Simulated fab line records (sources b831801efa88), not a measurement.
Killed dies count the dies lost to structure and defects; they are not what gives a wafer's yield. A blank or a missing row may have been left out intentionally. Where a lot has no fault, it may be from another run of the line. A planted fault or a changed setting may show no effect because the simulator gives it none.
Check for tools in common || flow sky130 || Lots sampled 11, wafers sampled 39

== THE REASON FOR OPENING IT ==
At SKY_RES_XHIGH_TW_MEAS_09 the reading RES_XHIGH_TW is flagged on 2 of 11 lots. Wafers without a fault read 1636, standard deviation 12.
Rule: flag the lot when none of its wafers has a number, or when each of its wafers that has one lies beyond 4 standard deviations from that mean. All remaining lots are regarded as sound.

{"lot": "L477", "measured": "day 26 19:55", "on": "film-metro-01", "RES_XHIGH_TW, wafer by wafer": "1625 1629 1626", "flag": ""}
{"lot": "L479", "measured": "day 27 22:11", "on": "film-metro-03", "RES_XHIGH_TW, wafer by wafer": "1636 1632 1624", "flag": ""}
{"lot": "L481", "measured": "day 29 09:39", "on": "film-metro-04", "RES_XHIGH_TW, wafer by wafer": "1652 1650 1653", "flag": ""}
{"lot": "L484", "measured": "day 29 13:31", "on": "film-metro-04", "RES_XHIGH_TW, wafer by wafer": "1576 1569 1575 1576 1575 1572", "flag": "FLAGGED"}
{"lot": "L485", "measured": "day 29 20:38", "on": "film-metro-03", "RES_XHIGH_TW, wafer by wafer": "1561 1563 1558 1553 1557 1561", "flag": "FLAGGED"}
{"lot": "L493", "measured": "day 32 10:23", "on": "film-metro-04", "RES_XHIGH_TW, wafer by wafer": "1641 1640 1640", "flag": ""}
{"lot": "L495", "measured": "day 33 00:40", "on": "film-metro-03", "RES_XHIGH_TW, wafer by wafer": "1632 1637 1640", "flag": ""}
{"lot": "L496", "measured": "day 33 05:55", "on": "film-metro-03", "RES_XHIGH_TW, wafer by wafer": "1646 1634 1639", "flag": ""}
{"lot": "L497", "measured": "day 33 09:10", "on": "film-metro-03", "RES_XHIGH_TW, wafer by wafer": "1638 1643 1642", "flag": ""}
{"lot": "L498", "measured": "day 33 17:22", "on": "film-metro-01", "RES_XHIGH_TW, wafer by wafer": "1613 1615 1603", "flag": ""}
{"lot": "L499", "measured": "day 34 00:28", "on": "film-metro-03", "RES_XHIGH_TW, wafer by wafer": "1641 1637 1636", "flag": ""}
The mean of the flagged lots' numbers is 1566, -70 from the usual (-6 standard deviations).

== TOOL THAT RAN EACH LOT ==
2 process steps preceding the reading are held in the record, out of 708 steps in the route. Each cell gives the tool, then ch followed by the chambers the sampled wafers passed through, then the start.
{"lot": "L477", "flag": "", "SKY_POLY_CUT_ETCH_11": "rie-diel-04 ch 0,1, day 24 08:41", "SKY_RES_XHIGH_IMPLANT_07": "implanter-02 ch 0, day 26 19:41"}
{"lot": "L479", "flag": "", "SKY_POLY_CUT_ETCH_11": "rie-diel-04 ch 0,1,3, day 25 11:00", "SKY_RES_XHIGH_IMPLANT_07": "implanter-02 ch 0, day 27 21:55"}
{"lot": "L481", "flag": "", "SKY_POLY_CUT_ETCH_11": "rie-diel-01 ch 2,3, day 27 00:21", "SKY_RES_XHIGH_IMPLANT_07": "implanter-03 ch 0, day 29 09:25"}
{"lot": "L484", "flag": "FLAGGED", "SKY_POLY_CUT_ETCH_11": "rie-diel-04 ch 1,2,3, day 27 05:16", "SKY_RES_XHIGH_IMPLANT_07": "implanter-02 ch 0, day 29 13:16"}
{"lot": "L485", "flag": "FLAGGED", "SKY_POLY_CUT_ETCH_11": "rie-diel-04 ch 2,3, day 27 11:42", "SKY_RES_XHIGH_IMPLANT_07": "implanter-02 ch 0, day 29 20:25"}
{"lot": "L493", "flag": "", "SKY_POLY_CUT_ETCH_11": "rie-diel-01 ch 2,3, day 30 03:38", "SKY_RES_XHIGH_IMPLANT_07": "implanter-01 ch 0, day 32 10:08"}
{"lot": "L495", "flag": "", "SKY_POLY_CUT_ETCH_11": "rie-diel-01 ch 1,2, day 30 18:01", "SKY_RES_XHIGH_IMPLANT_07": "implanter-02 ch 0, day 33 00:27"}
{"lot": "L496", "flag": "", "SKY_POLY_CUT_ETCH_11": "rie-diel-04 ch 0,2,3, day 30 23:11", "SKY_RES_XHIGH_IMPLANT_07": "implanter-02 ch 0, day 33 05:41"}
{"lot": "L497", "flag": "", "SKY_POLY_CUT_ETCH_11": "rie-diel-02 ch 1,2,3, day 31 03:31", "SKY_RES_XHIGH_IMPLANT_07": "implanter-01 ch 0, day 33 08:55"}
{"lot": "L498", "flag": "", "SKY_POLY_CUT_ETCH_11": "rie-diel-01 ch 0,2,3, day 31 11:23", "SKY_RES_XHIGH_IMPLANT_07": "implanter-01 ch 0, day 33 17:06"}
{"lot": "L499", "flag": "", "SKY_POLY_CUT_ETCH_11": "rie-diel-01 ch 0,1,3, day 31 18:20", "SKY_RES_XHIGH_IMPLANT_07": "implanter-02 ch 0, day 34 00:13"}
What the steps here do:
- SKY_POLY_CUT_ETCH_11: etches Si3N4 in CF4/CH2F2/Ar, stops on poly-Si, time 42.5 s, target depth 60 nm.
- SKY_RES_XHIGH_IMPLANT_07
- SKY_RES_XHIGH_TW_MEAS_09

== FLAGGED OVER TOTAL, TOOL BY TOOL (the gauges that took the reading come last) ==
{"step": "SKY_POLY_CUT_ETCH_11", "tool": "rie-diel-01", "lots run": 5, "flagged": 0, "share of the flagged lots": "none", "sound lots run after its first flagged lot": "-"}
{"step": "SKY_POLY_CUT_ETCH_11", "tool": "rie-diel-02", "lots run": 1, "flagged": 0, "share of the flagged lots": "none", "sound lots run after its first flagged lot": "-"}
{"step": "SKY_POLY_CUT_ETCH_11", "tool": "rie-diel-04", "lots run": 5, "flagged": 2, "share of the flagged lots": "all", "sound lots run after its first flagged lot": "1 (L496)"}
{"step": "SKY_RES_XHIGH_IMPLANT_07", "tool": "implanter-01", "lots run": 3, "flagged": 0, "share of the flagged lots": "none", "sound lots run after its first flagged lot": "-"}
{"step": "SKY_RES_XHIGH_IMPLANT_07", "tool": "implanter-02", "lots run": 7, "flagged": 2, "share of the flagged lots": "all", "sound lots run after its first flagged lot": "3 (L495,L496,L499)"}
{"step": "SKY_RES_XHIGH_IMPLANT_07", "tool": "implanter-03", "lots run": 1, "flagged": 0, "share of the flagged lots": "none", "sound lots run after its first flagged lot": "-"}
{"step": "SKY_RES_XHIGH_TW_MEAS_09", "tool": "film-metro-01", "lots run": 2, "flagged": 0, "share of the flagged lots": "none", "sound lots run after its first flagged lot": "-"}
{"step": "SKY_RES_XHIGH_TW_MEAS_09", "tool": "film-metro-03", "lots run": 6, "flagged": 1, "share of the flagged lots": "some", "sound lots run after its first flagged lot": "4 (L495,L496,L497,L499)"}
{"step": "SKY_RES_XHIGH_TW_MEAS_09", "tool": "film-metro-04", "lots run": 3, "flagged": 1, "share of the flagged lots": "some", "sound lots run after its first flagged lot": "1 (L493)"}

== WHAT IS ALLOWED BY THE TABLE ==
rie-diel-04 at SKY_POLY_CUT_ETCH_11 and implanter-02 at SKY_RES_XHIGH_IMPLANT_07 are the 2 rows of the table that ran each flagged lot.
- rie-diel-04 at SKY_POLY_CUT_ETCH_11 ran 5 lots, 2 of them flagged. Sound lots followed the first flagged one (L496) on it, something a lasting fault affecting the whole tool could not allow.
- implanter-02 at SKY_RES_XHIGH_IMPLANT_07 ran 7 lots, 2 of them flagged. Sound lots followed the first flagged one (L495, L496, L499) on it, something a lasting fault affecting the whole tool could not allow.
No row of the table ran every flagged lot and no sound lot after the first.

== WHAT WAS PUT IN BY THE SIMULATOR ==
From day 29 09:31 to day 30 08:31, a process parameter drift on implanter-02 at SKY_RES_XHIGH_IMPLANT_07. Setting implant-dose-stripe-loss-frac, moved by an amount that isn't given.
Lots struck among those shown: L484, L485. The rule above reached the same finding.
